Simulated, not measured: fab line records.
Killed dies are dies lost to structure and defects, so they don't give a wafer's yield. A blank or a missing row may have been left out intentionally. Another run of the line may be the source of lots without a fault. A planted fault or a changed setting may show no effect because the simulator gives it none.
Matching of chambers || flow sky130 || SKY_FIELD_ISO_ETCH_14 on rie_diel-03 has 4 sister chambers
The step etches BARC in N2/H2, stops on SiO2, time 45.9 s, target depth 60 nm. 7 wafers are shown with their chamber, then 7 later ones without.

== WAFERS WITH THEIR CHAMBER ==
{"wafer": "L175.6", "chamber": 1, "drypump_motor_current_A (A)": 5.4, "oes_product_au (a.u.)": 0.860}
{"wafer": "L177.3", "chamber": 0, "drypump_motor_current_A (A)": 4.9, "oes_product_au (a.u.)": 0.869}
{"wafer": "L179.2", "chamber": 2, "drypump_motor_current_A (A)": 6.8, "oes_product_au (a.u.)": 0.850}
{"wafer": "L179.4", "chamber": 3, "drypump_motor_current_A (A)": 4.9, "oes_product_au (a.u.)": 0.849}
{"wafer": "L179.6", "chamber": 3, "drypump_motor_current_A (A)": 4.9, "oes_product_au (a.u.)": 0.845}
{"wafer": "L180.1", "chamber": 2, "drypump_motor_current_A (A)": 6.7, "oes_product_au (a.u.)": 0.853}
{"wafer": "L180.2", "chamber": 1, "drypump_motor_current_A (A)": 5.4, "oes_product_au (a.u.)": 0.852}

== WAFERS WITHOUT THEIR CHAMBER ==
{"wafer": "L180.6", "drypump_motor_current_A (A)": 4.9, "oes_product_au (a.u.)": 0.852}
{"wafer": "L182.3", "drypump_motor_current_A (A)": 6.8, "oes_product_au (a.u.)": 0.854}
{"wafer": "L182.4", "drypump_motor_current_A (A)": 4.9, "oes_product_au (a.u.)": 0.853}
{"wafer": "L182.5", "drypump_motor_current_A (A)": 4.9, "oes_product_au (a.u.)": 0.855}
{"wafer": "L189.1", "drypump_motor_current_A (A)": 6.7, "oes_product_au (a.u.)": 0.854}
{"wafer": "L189.5", "drypump_motor_current_A (A)": 5.4, "oes_product_au (a.u.)": 0.851}
{"wafer": "L189.6", "drypump_motor_current_A (A)": 6.8, "oes_product_au (a.u.)": 0.844}

== WHICH CHAMBER EACH ONE RAN IN ==
{"wafer": "L180.6", "from the rows above": 3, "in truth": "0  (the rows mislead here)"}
{"wafer": "L182.3", "from the rows above": 2, "in truth": 2}
{"wafer": "L182.4", "from the rows above": 3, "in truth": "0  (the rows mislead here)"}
{"wafer": "L182.5", "from the rows above": "can't be placed: 3 or 0", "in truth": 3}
{"wafer": "L189.1", "from the rows above": 2, "in truth": 2}
{"wafer": "L189.5", "from the rows above": 1, "in truth": 1}
{"wafer": "L189.6", "from the rows above": 2, "in truth": 2}
Placed correctly: 4 of 7. These rows do not allow placing 1 (true chamber among the candidates in 1). Placed wrongly: 2.
How it was worked out, from the rows above alone: a wafer's distance from a chamber is the root of the sum, over the readings, of the square of ((its reading less the chamber's mean) divided by the reading's scatter). If the next closest chamber is less than 2 further off than the closest, the wafer can't be placed; otherwise it belongs to the closest. The mean given for a chamber averages the wafers shown for that chamber. The scatter: take each reading less its chamber's mean, square it, sum over the shown wafers, divide by the number of wafers less the number of chambers, and take the root.
